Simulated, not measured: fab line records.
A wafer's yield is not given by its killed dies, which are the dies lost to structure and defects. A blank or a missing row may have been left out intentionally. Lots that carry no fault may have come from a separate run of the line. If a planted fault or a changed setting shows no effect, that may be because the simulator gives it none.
The tool behind it: which one? || flow sky130 || 36 wafers from 12 lots sampled at 5 of the route's 708 steps

## WHAT EACH GAUGE READ, for each wafer
SKY_FIELD_ISO_THK_MEAS_23. Usual: FIELD_ISO_OXIDATION_01_THK typically reads 10.08 nm, with standard deviation 0.18.
{"lot": "L425", "measured": "day 2 21:19", "on": "film metro-02", "FIELD_ISO_OXIDATION_01_THK (nm)": "10.04 10.27 10.24", "flag": ""}
{"lot": "L426", "measured": "day 3 02:40", "on": "film metro-02", "FIELD_ISO_OXIDATION_01_THK (nm)": "9.89 9.96 9.87", "flag": ""}
{"lot": "L430", "measured": "day 3 23:08", "on": "film metro-01", "FIELD_ISO_OXIDATION_01_THK (nm)": "10.00 9.99 10.05", "flag": ""}
{"lot": "L431", "measured": "day 4 05:55", "on": "film metro-02", "FIELD_ISO_OXIDATION_01_THK (nm)": "10.09 9.92 9.88", "flag": ""}
{"lot": "L432", "measured": "day 4 11:50", "on": "film metro-03", "FIELD_ISO_OXIDATION_01_THK (nm)": "9.87 9.97 10.14", "flag": ""}
{"lot": "L436", "measured": "day 5 09:07", "on": "film metro-02", "FIELD_ISO_OXIDATION_01_THK (nm)": "10.11 9.93 10.05", "flag": ""}
{"lot": "L437", "measured": "day 5 13:38", "on": "film metro-02", "FIELD_ISO_OXIDATION_01_THK (nm)": "10.02 9.82 9.82", "flag": ""}
{"lot": "L439", "measured": "day 6 04:24", "on": "film metro-02", "FIELD_ISO_OXIDATION_01_THK (nm)": "10.29 10.38 10.32", "flag": ""}
{"lot": "L440", "measured": "day 6 09:58", "on": "film metro-03", "FIELD_ISO_OXIDATION_01_THK (nm)": "10.29 10.26 10.37", "flag": ""}
{"lot": "L442", "measured": "day 6 19:34", "on": "film metro-01", "FIELD_ISO_OXIDATION_01_THK (nm)": "10.07 10.28 10.27", "flag": ""}
{"lot": "L444", "measured": "day 7 05:01", "on": "film metro-01", "FIELD_ISO_OXIDATION_01_THK (nm)": "10.14 10.25 10.23", "flag": ""}
{"lot": "L445", "measured": "day 7 12:38", "on": "film metro-03", "FIELD_ISO_OXIDATION_01_THK (nm)": "10.31 10.15 10.35", "flag": ""}

SKY_VT_ADJUST_NCORE_CD_MEAS_07: target cd 380 nm. Usual: cd nm at 379.3 nm, with a standard deviation of 2.6.
{"lot": "L425", "measured": "day 9 04:46", "on": "cd sem-02", "cd nm (nm)": "377.0 382.7 380.8", "flag": ""}
{"lot": "L426", "measured": "day 9 12:57", "on": "cd sem-02", "cd nm (nm)": "379.3 378.3 380.1", "flag": ""}
{"lot": "L430", "measured": "day 10 18:05", "on": "cd sem-02", "cd nm (nm)": "379.7 379.4 377.5", "flag": ""}
{"lot": "L431", "measured": "day 11 04:58", "on": "cd sem-01", "cd nm (nm)": "375.1 377.5 376.9", "flag": ""}
{"lot": "L432", "measured": "day 11 09:12", "on": "cd sem-02", "cd nm (nm)": "379.8 379.6 381.1", "flag": ""}
{"lot": "L436", "measured": "day 12 15:27", "on": "cd sem-01", "cd nm (nm)": "378.2 380.2 381.1", "flag": ""}
{"lot": "L437", "measured": "day 12 22:23", "on": "cd sem-02", "cd nm (nm)": "375.7 371.6 373.5", "flag": ""}
{"lot": "L439", "measured": "day 14 07:28", "on": "cd sem-02", "cd nm (nm)": "380.7 380.1 380.9", "flag": ""}
{"lot": "L440", "measured": "day 14 06:35", "on": "cd sem-01", "cd nm (nm)": "377.2 377.5 375.3", "flag": ""}
{"lot": "L442", "measured": "day 14 18:02", "on": "cd sem-02", "cd nm (nm)": "380.1 379.9 382.2", "flag": ""}
{"lot": "L444", "measured": "day 15 04:32", "on": "cd sem-02", "cd nm (nm)": "381.5 378.4 379.3", "flag": ""}
{"lot": "L445", "measured": "day 15 13:26", "on": "cd sem-01", "cd nm (nm)": "380.4 380.9 382.9", "flag": ""}

## WHAT TOOL EACH LOT RAN ON (gives the tool, then ch and the chambers of the sampled wafers, and finally the start)
{"lot": "L425", "SKY_FIELD_ISO_ETCH_17": "rie si-02 ch 0,1,2, day 2 19:47", "SKY_VT_ADJUST_LVTN_COAT_13": "litho track-04 ch 0, day 7 21:50", "SKY_VT_ADJUST_LVTN_STRIP_20": "plasma asher-04 ch 0,1, day 8 08:11"}
{"lot": "L426", "SKY_FIELD_ISO_ETCH_17": "rie si-01 ch 1,2, day 3 01:08", "SKY_VT_ADJUST_LVTN_COAT_13": "litho track-03 ch 0, day 8 05:06", "SKY_VT_ADJUST_LVTN_STRIP_20": "plasma asher-04 ch 0,1, day 8 15:31"}
{"lot": "L430", "SKY_FIELD_ISO_ETCH_17": "rie si-01 ch 1,2,3, day 3 21:34", "SKY_VT_ADJUST_LVTN_COAT_13": "litho track-01 ch 0, day 9 08:43", "SKY_VT_ADJUST_LVTN_STRIP_20": "plasma asher-04 ch 0,1, day 9 20:01"}
{"lot": "L431", "SKY_FIELD_ISO_ETCH_17": "rie si-02 ch 1,2,3, day 4 03:07", "SKY_VT_ADJUST_LVTN_COAT_13": "litho track-04 ch 0, day 9 19:17", "SKY_VT_ADJUST_LVTN_STRIP_20": "plasma asher-02 ch 0,1, day 10 06:29"}
{"lot": "L432", "SKY_FIELD_ISO_ETCH_17": "rie si-01 ch 0,1,3, day 4 08:46", "SKY_VT_ADJUST_LVTN_COAT_13": "litho track-04 ch 0, day 9 23:30", "SKY_VT_ADJUST_LVTN_STRIP_20": "plasma asher-01 ch 0,1, day 10 10:49"}
{"lot": "L436", "SKY_FIELD_ISO_ETCH_17": "rie si-02 ch 0,2,3, day 5 06:11", "SKY_VT_ADJUST_LVTN_COAT_13": "litho track-01 ch 0, day 11 03:43", "SKY_VT_ADJUST_LVTN_STRIP_20": "plasma asher-02 ch 0,1, day 11 15:26"}
{"lot": "L437", "SKY_FIELD_ISO_ETCH_17": "rie si-01 ch 0,1,3, day 5 10:07", "SKY_VT_ADJUST_LVTN_COAT_13": "litho track-03 ch 0, day 11 10:32", "SKY_VT_ADJUST_LVTN_STRIP_20": "plasma asher-04 ch 0,1, day 11 22:05"}
{"lot": "L439", "SKY_FIELD_ISO_ETCH_17": "rie si-02 ch 0,2,3, day 5 23:35", "SKY_VT_ADJUST_LVTN_COAT_13": "litho track-03 ch 0, day 12 16:21", "SKY_VT_ADJUST_LVTN_STRIP_20": "plasma asher-04 ch 0,1, day 13 05:14"}
{"lot": "L440", "SKY_FIELD_ISO_ETCH_17": "rie si-01 ch 0,2,3, day 6 02:58", "SKY_VT_ADJUST_LVTN_COAT_13": "litho track-01 ch 0, day 12 15:41", "SKY_VT_ADJUST_LVTN_STRIP_20": "plasma asher-04 ch 1, day 13 04:38"}
{"lot": "L442", "SKY_FIELD_ISO_ETCH_17": "rie si-02 ch 0,2, day 6 14:35", "SKY_VT_ADJUST_LVTN_COAT_13": "litho track-04 ch 0, day 13 02:38", "SKY_VT_ADJUST_LVTN_STRIP_20": "plasma asher-02 ch 0,1, day 13 15:41"}
{"lot": "L444", "SKY_FIELD_ISO_ETCH_17": "rie si-02 ch 0,2, day 7 03:29", "SKY_VT_ADJUST_LVTN_COAT_13": "litho track-04 ch 0, day 13 13:41", "SKY_VT_ADJUST_LVTN_STRIP_20": "plasma asher-01 ch 0,1, day 14 02:29"}
{"lot": "L445", "SKY_FIELD_ISO_ETCH_17": "rie si-01 ch 0,1,2, day 7 11:05", "SKY_VT_ADJUST_LVTN_COAT_13": "litho track-04 ch 0, day 13 21:14", "SKY_VT_ADJUST_LVTN_STRIP_20": "plasma asher-04 ch 0,1, day 14 10:17"}
- SKY_FIELD_ISO_ETCH_17: etches Si in HBr/Cl2/O2, target depth 342 nm, time 97.7 s.
- SKY_VT_ADJUST_LVTN_COAT_13: resist thk 1140 nm.
- SKY_VT_ADJUST_LVTN_STRIP_20: strips in O2/N2.

## AS READ BY THE TOOLS THEMSELVES (means over the sampled wafers that have a number; for cases with no such wafer, the mark the record gives instead)
SKY_FIELD_ISO_ETCH_17. Usual: drypump motor current A 5.8 A, standard deviation 0.49; oes product au 1.005 a.u., standard deviation 0.017; throttle valve pct 25.653 %, standard deviation 0.014.
{"lot": "L425", "tool": "rie si-02", "drypump motor current A (A)": 5.7, "oes product au (a.u.)": 1.000, "throttle valve pct (%)": 25.652, "flag": ""}
{"lot": "L426", "tool": "rie si-01", "drypump motor current A (A)": 5.3, "oes product au (a.u.)": 1.025, "throttle valve pct (%)": 25.639, "flag": ""}
{"lot": "L430", "tool": "rie si-01", "drypump motor current A (A)": 5.6, "oes product au (a.u.)": 1.015, "throttle valve pct (%)": 25.648, "flag": ""}
{"lot": "L431", "tool": "rie si-02", "drypump motor current A (A)": 5.8, "oes product au (a.u.)": 1.006, "throttle valve pct (%)": 25.652, "flag": ""}
{"lot": "L432", "tool": "rie si-01", "drypump motor current A (A)": 6.1, "oes product au (a.u.)": 1.001, "throttle valve pct (%)": 25.656, "flag": ""}
{"lot": "L436", "tool": "rie si-02", "drypump motor current A (A)": 5.8, "oes product au (a.u.)": 0.998, "throttle valve pct (%)": 25.662, "flag": ""}
{"lot": "L437", "tool": "rie si-01", "drypump motor current A (A)": 6.1, "oes product au (a.u.)": 1.000, "throttle valve pct (%)": 25.646, "flag": ""}
{"lot": "L439", "tool": "rie si-02", "drypump motor current A (A)": 5.8, "oes product au (a.u.)": 1.000, "throttle valve pct (%)": 25.655, "flag": ""}
{"lot": "L440", "tool": "rie si-01", "drypump motor current A (A)": 6.1, "oes product au (a.u.)": 1.005, "throttle valve pct (%)": 25.645, "flag": ""}
{"lot": "L442", "tool": "rie si-02", "drypump motor current A (A)": 5.7, "oes product au (a.u.)": 0.992, "throttle valve pct (%)": 25.665, "flag": ""}
{"lot": "L444", "tool": "rie si-02", "drypump motor current A (A)": 5.7, "oes product au (a.u.)": 0.998, "throttle valve pct (%)": 25.659, "flag": ""}
{"lot": "L445", "tool": "rie si-01", "drypump motor current A (A)": 5.7, "oes product au (a.u.)": 1.015, "throttle valve pct (%)": 25.638, "flag": ""}

SKY_VT_ADJUST_LVTN_COAT_13. Usual: spin speed rpm at 3000.0 rpm, with a standard deviation of 2.
{"lot": "L425", "tool": "litho track-04", "spin speed rpm (rpm)": 2998.1, "flag": ""}
{"lot": "L426", "tool": "litho track-03", "spin speed rpm (rpm)": 3001.2, "flag": ""}
{"lot": "L430", "tool": "litho track-01", "spin speed rpm (rpm)": 3002.0, "flag": ""}
{"lot": "L431", "tool": "litho track-04", "spin speed rpm (rpm)": 3060.0, "flag": "OFF"}
{"lot": "L432", "tool": "litho track-04", "spin speed rpm (rpm)": 3060.4, "flag": "OFF"}
{"lot": "L436", "tool": "litho track-01", "spin speed rpm (rpm)": 2999.7, "flag": ""}
{"lot": "L437", "tool": "litho track-03", "spin speed rpm (rpm)": 3001.3, "flag": ""}
{"lot": "L439", "tool": "litho track-03", "spin speed rpm (rpm)": 3000.3, "flag": ""}
{"lot": "L440", "tool": "litho track-01", "spin speed rpm (rpm)": 2998.9, "flag": ""}
{"lot": "L442", "tool": "litho track-04", "spin speed rpm (rpm)": 2998.9, "flag": ""}
{"lot": "L444", "tool": "litho track-04", "spin speed rpm (rpm)": 3001.2, "flag": ""}
{"lot": "L445", "tool": "litho track-04", "spin speed rpm (rpm)": 3003.7, "flag": ""}

SKY_VT_ADJUST_LVTN_STRIP_20. Usual: drypump motor current A 5.49 A, standard deviation 0.16; oes product au 0.716 a.u., standard deviation 0.0046; strip time to endpoint s 14.19 s, standard deviation 0.036.
{"lot": "L425", "tool": "plasma asher-04", "drypump motor current A (A)": 5.53, "oes product au (a.u.)": 0.714, "strip time to endpoint s (s)": 14.19, "flag": ""}
{"lot": "L426", "tool": "plasma asher-04", "drypump motor current A (A)": 5.52, "oes product au (a.u.)": 0.711, "strip time to endpoint s (s)": 14.17, "flag": ""}
{"lot": "L430", "tool": "plasma asher-04", "drypump motor current A (A)": 5.47, "oes product au (a.u.)": 0.717, "strip time to endpoint s (s)": 14.20, "flag": ""}
{"lot": "L431", "tool": "plasma asher-02", "drypump motor current A (A)": 5.74, "oes product au (a.u.)": 0.717, "strip time to endpoint s (s)": 14.04, "flag": "OFF"}
{"lot": "L432", "tool": "plasma asher-01", "drypump motor current A (A)": 5.31, "oes product au (a.u.)": 0.714, "strip time to endpoint s (s)": 14.05, "flag": "OFF"}
{"lot": "L436", "tool": "plasma asher-02", "drypump motor current A (A)": 5.72, "oes product au (a.u.)": 0.716, "strip time to endpoint s (s)": 14.23, "flag": ""}
{"lot": "L437", "tool": "plasma asher-04", "drypump motor current A (A)": 5.49, "oes product au (a.u.)": 0.717, "strip time to endpoint s (s)": 14.12, "flag": ""}
{"lot": "L439", "tool": "plasma asher-04", "drypump motor current A (A)": 5.54, "oes product au (a.u.)": 0.715, "strip time to endpoint s (s)": 14.19, "flag": ""}
{"lot": "L440", "tool": "plasma asher-04", "drypump motor current A (A)": 5.44, "oes product au (a.u.)": 0.716, "strip time to endpoint s (s)": 14.17, "flag": ""}
{"lot": "L442", "tool": "plasma asher-02", "drypump motor current A (A)": 5.77, "oes product au (a.u.)": 0.714, "strip time to endpoint s (s)": 14.19, "flag": ""}
{"lot": "L444", "tool": "plasma asher-01", "drypump motor current A (A)": 5.31, "oes product au (a.u.)": 0.715, "strip time to endpoint s (s)": 14.16, "flag": ""}
{"lot": "L445", "tool": "plasma asher-04", "drypump motor current A (A)": 5.48, "oes product au (a.u.)": 0.711, "strip time to endpoint s (s)": 14.19, "flag": ""}

## THE ANSWER, worked out from the rows above alone
Rule: take the mean of a lot's wafers that have a number; if it is more than 3 standard deviations from the usual mean, the lot is off. Also off: a lot with no number at a reading for which 4 or more lots have one. The other lots that the step has rows for count as sound. After the gauges, taken in route order, come the tools' own readings; for these a lot's mean is taken, as printed above. The first step at which some lot is off is used, and at that step the reading that is off furthest; a lot without a number counts as furthest.
Off: L431, L432 (SKY_VT_ADJUST_LVTN_COAT_13, spin speed rpm).
If a tool, at that step or one of the process steps before it, ran each lot that is off and ran no sound lot following the first of them, it fits. No candidate that was tried fits.

## WHAT THE SIMULATOR HAD INSERTED
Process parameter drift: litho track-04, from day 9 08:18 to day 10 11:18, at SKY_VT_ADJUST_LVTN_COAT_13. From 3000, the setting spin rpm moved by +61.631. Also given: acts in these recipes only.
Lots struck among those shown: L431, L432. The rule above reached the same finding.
